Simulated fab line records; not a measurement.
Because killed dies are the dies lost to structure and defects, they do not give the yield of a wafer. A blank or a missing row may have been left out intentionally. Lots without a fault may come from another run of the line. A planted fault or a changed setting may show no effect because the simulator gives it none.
A lot that was struck, set against a sound lot + flow sky130 + 30 steps out of a route of 708
Sound: wafers L102.2, L102.3, L102.6. Struck: wafers L110.1, L110.2, L110.3. The cause is named last.
Order at every step that has rows: each side's tool, ch and its chambers, its first start. Under that, the readings that differ: sound wafers + struck wafers + difference of the means + sigmas: that difference in standard deviations of wafers without a fault.
alike: readings whose means differ by less than 2 such deviations, and words and numbers that are the same on both sides. not compared: withheld readings, readings that some wafer has no value for, bounds like >300 that may hide the same value, and numbers for which the record gives no deviation and whose values overlap.
The two part at a step that has a row with sigmas, a row that says differs or no value, or rows on one side only. Numbers that don't overlap but have no deviation are shown without sigmas and don't part them. A reading missing from all wafers of one side parts the sides only when that side holds two or more wafers.

first, 5 steps without rows for these wafers: SKY_SONOS_ONO_COAT_08 (resist thk 1140 nm); SKY_SONOS_ONO_SOFTBAKE_09 (time 60 s); SKY_SONOS_ONO_EXPOSE_10 (exposes mask ONOM, target cd 410 nm); SKY_SONOS_ONO_PEB_11; SKY_SONOS_ONO_DEVELOP_12 (develop time 60 s).
SKY_SONOS_ONO_CD_MEAS_13: target cd 410 nm.
  struck on cd sem-02, day 20 02:17; sound on cd sem-01, day 17 01:33
  alike: cd nm
SKY_SONOS_ONO_OVL_MEAS_14:
  struck on overlay-01, day 20 02:25; sound on overlay-02, day 17 01:40
| reading            | sound         | struck      | difference | sigmas |
|--------------------|---------------|-------------|------------|--------|
| SONOS_ONO_OVL (nm) | 0.6 -0.6 -1.9 | 2.6 4.5 3.1 | +4.0       | +2     |
SKY_SONOS_ONO_ETCH_15: etches the open film in CHF3/O2, target depth 19.52 nm, time 7.8 s.
  sound on rie diel-03 ch 1,2, day 17 01:41; struck on rie diel-01 ch 0,1,3, day 20 02:27
  alike: drypump motor current A, oes product au, throttle valve pct
  not compared: rf hours counter h
then, 1 step without rows for these wafers: SKY_SONOS_ONO_WET_ETCH_16 (etches SiO2 in dHF, target depth 14 nm, time 280 s).
SKY_SONOS_ONO_STRIP_17: strips in O2/N2.
  sound on plasma asher-03 ch 0,1, day 17 01:47; struck on plasma asher-01 ch 0,1, day 20 02:33
  alike: drypump motor current A, oes product au, strip time to endpoint s
  not compared: rf hours counter h
then, 2 steps without rows for these wafers: SKY_SONOS_ONO_WET_ETCH_18 (etches Si3N4 in H3PO4, target depth 15 nm, time 172 s); SKY_GATE_OXIDE_CLEAN_00 (cleans in SC1/SC2, time 150 s).
SKY_GATE_OXIDE_OXIDATION_01: stabilise 600 s, purge 300 s, target thk 10.268 nm.
  sound on furnace-01 ch 0, day 17 02:55; struck on furnace-01 ch 0, day 20 03:57
| reading                                           | sound                | struck               | difference | sigmas      |
|---------------------------------------------------|----------------------|----------------------|------------|-------------|
| spike tc bottom C (C)                             | 916.8 917.5 916.7    | 893.6 894.8 895.1    | -22.5      | -12         |
| spike tc centre C (C)                             | 900.2 900.1 901.0    | 877.8 878.0 878.2    | -22.4      | -23         |
| spike tc lower C (C)                              | 898.8 899.6 899.2    | 876.3 878.1 876.2    | -22.3      | -17         |
| spike tc top C (C)                                | 906 907 907          | 883 885 883          | -23        | -8          |
| spike tc upper C (C)                              | 898.1 896.0 897.4    | 874.1 875.8 876.1    | -21.8      | -16         |
| tube center temp C (C)                            | 899.99 899.96 899.89 | 877.02 877.01 876.91 | -22.97     | -99 or more |
| tube_center_temp_C_max                            | 902.0 902.0 901.8    | 879.8 879.4 879.0    | -22.5      | -58         |
| zone power centre pct (%)                         | 20.7 20.7 21.2       | 19.8 19.5 20.3       | -1.0       | -3          |
| model.SiO2_of_GATE_OXIDE_OXIDATION_01.thk nm (nm) | 10.24 10.26 10.42    | 8.104 8.13 8.077     | -2.203     |             |
  alike: zone power bottom pct, zone power top pct
SKY_GATE_OXIDE_THK_MEAS_02:
  struck on film metro-02, day 20 05:21; sound on film metro-01, day 17 04:20
| reading                          | sound             | struck         | difference | sigmas |
|----------------------------------|-------------------|----------------|------------|--------|
| GATE_OXIDE_OXIDATION_00_THK (nm) | 10.22 10.20 10.40 | 8.08 8.13 8.10 | -2.17      | -12    |
then, 7 steps without rows for these wafers: SKY_GATE_OXIDE_DEHYDRATE_03 (time 60 s); SKY_GATE_OXIDE_HMDS_04 (prime time 60 s); SKY_GATE_OXIDE_COAT_05 (resist thk 1140 nm); SKY_GATE_OXIDE_SOFTBAKE_06 (time 60 s); SKY_GATE_OXIDE_EXPOSE_07 (exposes mask LVOM, target cd 600 nm); SKY_GATE_OXIDE_PEB_08; SKY_GATE_OXIDE_DEVELOP_09 (develop time 60 s).
SKY_GATE_OXIDE_OVL_MEAS_10:
  struck on overlay-02, day 21 12:23; sound on overlay-01, day 18 10:05
  alike: GATE_OXIDE_OVL
then, 2 steps without rows for these wafers: SKY_GATE_OXIDE_IMPLANT_11; SKY_GATE_OXIDE_WET_ETCH_12 (etches SiO2 in dHF, target depth 16.8 nm, time 336 s).
SKY_GATE_OXIDE_STRIP_13: strips in O2/N2.
  sound on plasma asher-04 ch 0,1, day 18 10:28; struck on plasma asher-02 ch 0,1, day 21 12:46
| reading                     | sound          | struck         | difference | sigmas |
|-----------------------------|----------------|----------------|------------|--------|
| drypump motor current A (A) | 6.23 6.22 5.95 | 5.59 5.71 5.57 | -0.51      | -2     |
  alike: oes product au, strip time to endpoint s
  not compared: rf hours counter h
SKY_GATE_OXIDE_TW_MEAS_14:
  struck on film metro-01, day 21 12:52; sound on film metro-02, day 18 10:35
  alike: GATE_OXIDE_TW
then, 1 step without rows for these wafers: SKY_GATE_OXIDE_CLEAN_15 (cleans in SC1/SC2, time 150 s).
SKY_GATE_OXIDE_OXIDATION_16: stabilise 600 s, purge 300 s, target thk 3.57 nm.
  sound on furnace-02 ch 0, day 18 10:41; struck on furnace-02 ch 0, day 21 13:43
| reading                                           | sound            | struck           | difference | sigmas |
|---------------------------------------------------|------------------|------------------|------------|--------|
| model.SiO2_of_GATE_OXIDE_OXIDATION_01.thk nm (nm) | 11.6 11.63 11.76 | 9.592 9.637 9.56 | -2.067     |        |
  alike: spike tc bottom C, spike tc centre C, spike tc lower C, spike tc top C, spike tc upper C, tube center temp C, tube_center_temp_C_max, zone power bottom pct, zone power centre pct, zone power top pct
then, 1 step without rows for these wafers: SKY_POLY_GATE_CVD_00 (deposits poly-Si, target thk 180 nm, time 720 s).
-- record jumps: 29 days separate the struck wafers' starts on either side; left off in module POLY_GATE, taken up again in module PAD_OPEN, whose first shown step is the route's number 708 --
SKY_PAD_OPEN_PROBE_99:
  struck on prober-01, day 50 14:11; sound on prober-01, day 48 18:31
| reading                                | sound                         | struck                        | difference | sigmas |
|----------------------------------------|-------------------------------|-------------------------------|------------|--------|
| model.etest.nfet_16v.r on ohm um       | 1.412e+04 1.416e+04 1.43e+04  | 1.283e+04 1.286e+04 1.285e+04 | -1.347e+03 |        |
| model.etest.pfet_16v.r on ohm um       | 1.532e+04 1.506e+04 1.546e+04 | 1.45e+04 1.444e+04 1.475e+04  | -7.17e+02  |        |
| model.etest.pfet g5v0d10v5.r on ohm um | 4802 4825 4838                | 4349 4328 4351                | -479       |        |
| model.etest.tip sonos.rs ohm sq        | 2640 2647 2666                | 2227 2211 2228                | -429       |        |
| model.etest.nfet g5v0d10v5.r on ohm um | 1919 1898 1935                | 1723 1709 1713                | -202       |        |
| model.etest.nfet g5v0d10v5.drive ua um | 595 597.7 590.7               | 717.3 720.8 721.3             | +125.3     |        |
| model.etest.nfet_05v0_nvt.drive ua um  | 571.9 570.1 563.8             | 670.2 673.4 672.3             | +103.4     |        |
| model.etest.pfet g5v0d10v5.drive ua um | 339.1 336.9 332.4             | 390.8 390.9 389               | +54.1      |        |
  alike: killed_at_M0_to_M3, killed_at_M4_up, killed at contacts, killed at front end, killed at other, killed dies, killed open, killed short

## WHERE THEY PART
At SKY_SONOS_ONO_OVL_MEAS_14 first; at SKY_GATE_OXIDE_STRIP_13 last (within this record only). Later steps at which nothing parts them and some readings are alike: SKY_GATE_OXIDE_TW_MEAS_14, SKY_GATE_OXIDE_OXIDATION_16, SKY_PAD_OPEN_PROBE_99.

WHY: the cause the simulator had injected
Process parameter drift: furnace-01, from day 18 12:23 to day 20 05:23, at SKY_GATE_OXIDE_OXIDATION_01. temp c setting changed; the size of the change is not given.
